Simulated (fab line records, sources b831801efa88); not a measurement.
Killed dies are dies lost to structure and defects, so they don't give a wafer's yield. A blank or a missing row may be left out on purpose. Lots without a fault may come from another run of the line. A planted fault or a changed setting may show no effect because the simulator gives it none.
A struck lot beside a sound one | flow gf180mcu | 14 steps out of a route of 602
Sound: wafers L823.2, L823.5, L823.6. Struck: wafers L819.4, L819.5, L819.6. The cause comes at the end.
At each step with rows: each side's tool, then ch and its chambers, then its first start. Under that, the readings that differ: sound wafers | struck wafers | difference of the means | sigmas: that difference in standard deviations of wafers without a fault.
alike: readings whose means differ by less than 2 such deviations, and words and numbers that are the same on both sides. not compared: withheld readings, readings that some wafer has no value for, bounds like >300 that may hide the same value, and numbers for which the record gives no deviation and whose values overlap.
The two part at a step that has a row with sigmas, a row that says differs or no value, or rows on one side only. Numbers that don't overlap but have no deviation are shown without sigmas and don't part them. A reading that every wafer of one side lacks parts them only if that side has two wafers or more.

GF_V5_ETCH_16: etches BARC in N2/H2.
  sound on rie_diel-04 ch 0,3, day 32 12:35; struck on rie_diel-01 ch 0,1,3, day 31 17:32
  alike: drypump_motor_current_A, oes_product_au, throttle_valve_pct
GF_V5_ETCH_17: etches SiO2 in C4F8/O2/Ar, stops on TiN, target depth 855 nm.
  sound on rie_diel-04 ch 0,3; struck on rie_diel-01 ch 0,1,3
  alike: oes_product_au
GF_V5_STRIP_18: strips in O2/N2.
  sound on plasma_asher-02 ch 0,1, day 32 12:44; struck on plasma_asher-03 ch 0,1, day 31 17:43
  alike: drypump_motor_current_A, heater_power_w, oes_product_au
  not compared: rf_hours_counter_h
then, 2 steps without rows for these wafers: GF_V5_STRIP_19 (strips in post etch residue remover, time 1200 s); GF_V5_CLEAN_20 (cleans in DIW).
GF_V5_SPUTTER_21: material Ti, target thk 15 nm, time 80.02 s.
  sound on pvd_sputter-01, day 32 13:16; struck on pvd_sputter-02, day 31 18:39
  alike: cathode_dc_power_W, chamber_pressure_pa, throttle_valve_pct
then, 2 steps without rows for these wafers: GF_V5_SPUTTER_22 (material TiN, target thk 10 nm, time 40 s); GF_V5_CVD_23 (deposits W, target thk 350 nm, time 104.9 s).
GF_V5_RS_MEAS_24: measures by four-point-probe.
  sound on film_metro-03, day 32 13:31; struck on film_metro-04, day 31 18:55
  alike: V5_W_RS
GF_V5_THK_MEAS_25: measures by xrf.
  sound on film_metro-03, day 32 13:37; struck on film_metro-04, day 31 19:01
  alike: V5_W_THK
then, 2 steps without rows for these wafers: GF_V5_CMP_26 (polishes, stops on SiO2, t overpolish 15 s, target thk 0 nm); GF_TOP_METAL_SPUTTER_00 (material Ti, target thk 37.5 nm, time 150 s).
GF_TOP_METAL_SPUTTER_01: material TiN, target thk 30 nm, time 25 s.
  sound on pvd_sputter-02, day 32 14:04; struck on pvd_sputter-01, day 31 19:44
  no value came back on the struck wafers for cathode_dc_power_W (W), chamber_pressure_pa (Pa), throttle_valve_pct (%); on the sound wafers cathode_dc_power_W (W) reads 6501.0 6497.9 6501.2
GF_TOP_METAL_SPUTTER_02: material AlCu, target thk 900 nm, time 47.82 s.
  sound on pvd_sputter-02, day 32 14:06; struck on pvd_sputter-01, day 31 19:47
  alike: cathode_dc_power_W, chamber_pressure_pa, throttle_valve_pct

WHERE THEY PART
Only at GF_TOP_METAL_SPUTTER_01, within this record. Later steps at which nothing parts them and some readings are alike: GF_TOP_METAL_SPUTTER_02.

WHY: what the simulator had put in
Skipped step whole: pvd_sputter-01, from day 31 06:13 on, at GF_TOP_METAL_SPUTTER_01. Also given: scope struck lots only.
